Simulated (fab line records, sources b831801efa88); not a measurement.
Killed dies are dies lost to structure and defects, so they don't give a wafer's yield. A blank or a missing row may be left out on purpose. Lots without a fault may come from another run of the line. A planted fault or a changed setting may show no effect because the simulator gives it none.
Which tool did it? | flow sky130 | 7 lots, 21 wafers sampled, at 3 steps of a route of 708

WHAT THE GAUGES READ, wafer by wafer
SKY_RES_XHIGH_TW_MEAS_09.
lot  | measured     | on            | RES_XHIGH_TW
L535 | day 28 05:20 | film_metro-04 | 1638 1638 1637
L534 | day 28 04:13 | film_metro-01 | 1661 1661 1662
L541 | day 29 18:23 | film_metro-04 | 1638 1633 1632
L542 | day 30 07:57 | film_metro-04 | 30 30 30 30 30 30
L548 | day 32 07:45 | film_metro-04 | 1642 1633 1649
L553 | day 33 16:15 | film_metro-03 | 1619 1624 1610
L555 | day 34 07:01 | film_metro-04 | 1645 1649 1647

WHICH TOOL RAN EACH LOT (tool, then ch and the chambers of the sampled wafers, then the start)
lot  | SKY_POLY_CUT_ETCH_11               | SKY_RES_XHIGH_EXPOSE_04
L535 | rie_diel-04 ch 0,1,3, day 25 18:32 | iline_stepper-02 ch 0, day 27 14:52
L534 | rie_diel-04 ch 0,2,3, day 25 18:06 | iline_stepper-01 ch 0, day 27 13:51
L541 | rie_diel-01 ch 1,2,3, day 27 09:53 | iline_stepper-01 ch 0, day 29 05:15
L542 | rie_diel-04 ch 2,3, day 28 00:17   | iline_stepper-02, day 29 18:01
L548 | rie_diel-04 ch 0,2, day 30 01:06   | iline_stepper-02 ch 0, day 31 18:14
L553 | rie_diel-01 ch 0,2,3, day 31 10:24 | iline_stepper-01 ch 0, day 33 02:31
L555 | rie_diel-01 ch 1,2, day 32 01:57   | iline_stepper-02 ch 0, day 33 18:28
- SKY_POLY_CUT_ETCH_11: etches Si3N4 in CF4/CH2F2/Ar, stops on poly-Si, time 42.5 s, target depth 60 nm.
- SKY_RES_XHIGH_EXPOSE_04: exposes mask URPM, target cd 1270 nm.

THE ANSWER, worked out from the rows above alone
Rule: what is usual is taken from the lots themselves. Put in order of their means at a reading, lots are off if they are a third of the lots or fewer, leave a main group of 4 or more, and stand apart from it by a gap of 3 or more times the standard deviation of the main group's means; of several such gaps the widest counts. A main group whose means are all the same, to the digits that the tables above print for the reading, isn't used. A lot without any number at a reading at which 4 lots or more have one is off too. The other lots that the step has rows for count as sound.
Off: L542, at SKY_RES_XHIGH_TW_MEAS_09 (RES_XHIGH_TW). The main group: mean 1640, standard deviation 13.
A tool fits if, at a process step before that reading, it ran every lot that is off, and no sound lot after the first of them. The gauges at SKY_RES_XHIGH_TW_MEAS_09 are tried like those tools. None of those tried fits.

WHAT THE SIMULATOR HAD PUT IN
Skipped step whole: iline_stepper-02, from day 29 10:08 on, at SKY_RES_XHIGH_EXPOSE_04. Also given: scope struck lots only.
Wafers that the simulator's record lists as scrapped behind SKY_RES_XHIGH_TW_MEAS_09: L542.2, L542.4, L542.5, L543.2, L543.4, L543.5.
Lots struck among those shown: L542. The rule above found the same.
